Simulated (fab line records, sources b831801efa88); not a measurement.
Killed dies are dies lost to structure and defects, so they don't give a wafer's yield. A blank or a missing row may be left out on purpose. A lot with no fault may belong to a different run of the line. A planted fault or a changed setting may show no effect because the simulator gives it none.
Comparing a struck lot with a sound one	flow sky130	43 steps out of a route of 708
Sound: wafers L683.1, L683.2, L683.3. Struck: wafers L696.4, L696.5, L696.6. Last of all comes the cause.
Order at every step that has rows: each side's tool, ch and its chambers, its first start. Under that, the readings that differ: sound wafers	struck wafers	difference of the means	sigmas: that difference in standard deviations of wafers without a fault.
alike: a reading whose means differ by less than 2 such deviations, as well as words and numbers matching on both sides. not compared: withheld readings; readings where some wafer has no value; bounds like >300 that might hide an equal value; numbers whose values overlap and for which the record gives no deviation.
Wherever a step has rows on one side only, a row that says differs or no value, or a row with sigmas, the two part there. When numbers do not overlap yet have no deviation, they are printed without sigmas and do not part them. Lack of a reading on every wafer of one side parts them only where that side has two or more wafers.

first, 7 steps without rows for these wafers: SKY_METAL4_HMDS_06 (prime time 60 s); SKY_METAL4_COAT_07 (resist thk 60 nm); SKY_METAL4_COAT_08 (resist thk 1140 nm); SKY_METAL4_SOFTBAKE_09 (time 90 s); SKY_METAL4_EXPOSE_10 (exposes mask MM4, target cd 300 nm); SKY_METAL4_PEB_11; SKY_METAL4_DEVELOP_12 (develop time 60 s).
SKY_METAL4_CD_MEAS_13 targets a cd of 300 nm.
  sound on cd-sem-01, day 42 08:49; struck on cd-sem-02, day 46 07:46
  alike: cd-nm
SKY_METAL4_OVL_MEAS_14:
  sound on overlay-02, day 42 08:56; struck on overlay-02, day 46 07:50
  alike: METAL4_OVL
SKY_METAL4_DESCUM_15: chemistry O2, time 8 s.
  sound on rie-metal-03 ch 0,1, day 42 08:58; struck on rie-metal-04 ch 0,1, day 46 07:52
  alike: drypump-motor-current-A, oes-product-au
  not compared: rf-hours-counter-h
then, 2 steps without rows for these wafers: SKY_METAL4_ETCH_16 (etches BARC in N2/H2, stops on SiO2, time 88.2 s, target depth 60 nm); SKY_METAL4_ETCH_17 (etches SiO2 in C4F8/O2/Ar, stops on TiN, time 3.9 s, target depth 15 nm).
SKY_METAL4_METAL_ETCH_18: etches the open film in Cl2/BCl3, stops on SiO2, target depth 845 nm, time 183.1 s.
  sound on rie-metal-04 ch 0,1, day 42 09:07; struck on rie-metal-03 ch 0, day 46 08:11
  alike: drypump-motor-current-A, oes-product-au, throttle-valve-pct
  not compared: rf-hours-counter-h
SKY_METAL4_STRIP_19: strips in O2/N2.
  sound on plasma-asher-01 ch 0,1, day 42 09:21; struck on plasma-asher-04 ch 0,1, day 46 08:24
  alike: drypump-motor-current-A, oes-product-au, strip-time-to-endpoint-s
  not compared: rf-hours-counter-h
then, 4 steps without rows for these wafers: SKY_METAL4_STRIP_20 (strips in post etch residue remover, time 1200 s); SKY_METAL4_CLEAN_21 (cleans in IPA, time 180 s); SKY_METAL4_CLEAN_22 (cleans in O3/DIW); SKY_VIA4_HDPCVD_00 (deposits SiO2, target thk 1750 nm, time 291.7 s).
SKY_VIA4_THK_MEAS_01:
  sound on film-metro-01, day 42 10:08; struck on film-metro-03, day 46 09:10
reading	sound	struck	difference	sigmas
VIA4_HDPCVD_THK (nm)	1739 1716 1721	1772 1778 1793	+56	+3
then, 1 step without rows for these wafers: SKY_VIA4_CMP_02 (polishes SiO2).
SKY_VIA4_BOW_MEAS_03:
  sound on film-metro-01, day 42 10:37; struck on film-metro-03, day 46 09:33
  alike: VIA4_BOW
then, 7 steps without rows for these wafers: SKY_VIA4_DEHYDRATE_04 (time 60 s); SKY_VIA4_HMDS_05 (prime time 60 s); SKY_VIA4_COAT_06 (resist thk 1140 nm); SKY_VIA4_SOFTBAKE_07 (time 60 s); SKY_VIA4_EXPOSE_08 (exposes mask VIM4, target cd 800 nm); SKY_VIA4_PEB_09; SKY_VIA4_DEVELOP_10 (develop time 60 s).
SKY_VIA4_OVL_MEAS_11:
  sound on overlay-01, day 43 10:01; struck on overlay-02, day 47 05:28
  alike: VIA4_OVL
then, 1 step without rows for these wafers: SKY_VIA4_ETCH_12 (etches SiO2 in C4F8/O2/Ar, stops on TiN, target depth 580 nm).
SKY_VIA4_STRIP_13: strips in O2/N2.
  sound on plasma-asher-03 ch 0,1, day 43 10:07; struck on plasma-asher-04 ch 0,1, day 47 05:36
  alike: drypump-motor-current-A, oes-product-au, strip-time-to-endpoint-s
  not compared: rf-hours-counter-h
then, 5 steps without rows for these wafers: SKY_VIA4_STRIP_14 (strips in post etch residue remover, time 1200 s); SKY_VIA4_CLEAN_15 (cleans in IPA, time 180 s); SKY_VIA4_CLEAN_16 (cleans in O3/DIW); SKY_VIA4_SPUTTER_17 (material TiN, target thk 20 nm, time 80 s); SKY_VIA4_CVD_18 (deposits W, target thk 505 nm, time 152.14 s).
SKY_VIA4_RS_MEAS_19: measurement is done with a four-point probe.
  sound on film-metro-04, day 43 10:55; struck on film-metro-01, day 47 06:26
  alike: VIA4_W_RS
SKY_VIA4_THK_MEAS_20: measures by xrf.
  sound on film-metro-04, day 43 11:02; struck on film-metro-01, day 47 06:31
  alike: VIA4_W_THK
SKY_VIA4_CMP_21: polishes, stops on SiO2, t overpolish 25 s, target thk 0 nm.
  sound on cmp-02 ch 1,2,3, day 43 11:06; struck on cmp-02 ch 1,2, day 47 06:36
  alike: motor-current-A, overpolish-run-s, time-to-endpoint-s
SKY_METAL5_SPUTTER_00: material Ti, target thk 15 nm, time 10 s.
  sound on pvd-sputter-03, day 43 11:24; struck on pvd-sputter-02, day 47 06:52
  alike: throttle-valve-pct
then, 2 steps without rows for these wafers: SKY_METAL5_SPUTTER_01 (material TiN, target thk 20 nm, time 16.7 s); SKY_METAL5_SPUTTER_02 (material AlCu, target thk 1150 nm, time 61.2 s).
-- the record jumps here: 3 days lie between the struck wafers' starts before and after (it left off in module METAL5 and takes up again in module PAD_OPEN, whose first step shown is number 708 of the route) --
SKY_PAD_OPEN_PROBE_99:
  sound on prober-01, day 46 08:07; struck on prober-01, day 49 19:37
reading	sound	struck	difference	sigmas
hold	- - -	await-dispo/1.6h/release await-dispo/1.6h/release await-dispo/1.6h/release	no value on the sound wafers	
defect-limited-yield (%)	83.1 82.3 79.9	74.4 70.1 69.5	-10.4	-5
killed_at_M4_up	2 1 2	73 75 80	+74	+39
killed-at-contacts	32 25 26	13 17 15	-13	-2
killed-dies	83 87 99	126 147 150	+51	+5
killed-open	51 53 57	34 40 35	-17	-3
sort_bin_3_pad_short (%)	0.4 0.8 1.2	4.7 5.7 6.5	+4.8	+13
sort_bin_5_function (%)	10.2 10.6 11.0	16.7 16.9 16.7	+6.2	+4
sort-n-pass	409 405 393	366 345 342	-51	-5
sort-yield-pct (%)	83.1 82.3 79.9	74.4 70.1 69.5	-10.4	-5
model.etest.tester.sort-n-pass	409 405 393	366 345 342	-51	
model.etest.tester.sort-yield-pct (%)	83.13 82.32 79.88	74.39 70.12 69.51	-10.44	
model.etest.tester.sort_bin_5_pct (%)	10.16 10.57 10.98	16.67 16.87 16.67	+6.17	
model.etest.tester.sort_bin_3_pct (%)	0.4065 0.813 1.22	4.675 5.691 6.504	+4.810	
  alike: killed_at_M0_to_M3, killed-at-front-end, killed-at-other, killed-short, sort_bin_6_memory

## WHERE THEY PART
First at SKY_VIA4_THK_MEAS_01; last, within this record, at SKY_PAD_OPEN_PROBE_99.

WHY: what the simulator had put in
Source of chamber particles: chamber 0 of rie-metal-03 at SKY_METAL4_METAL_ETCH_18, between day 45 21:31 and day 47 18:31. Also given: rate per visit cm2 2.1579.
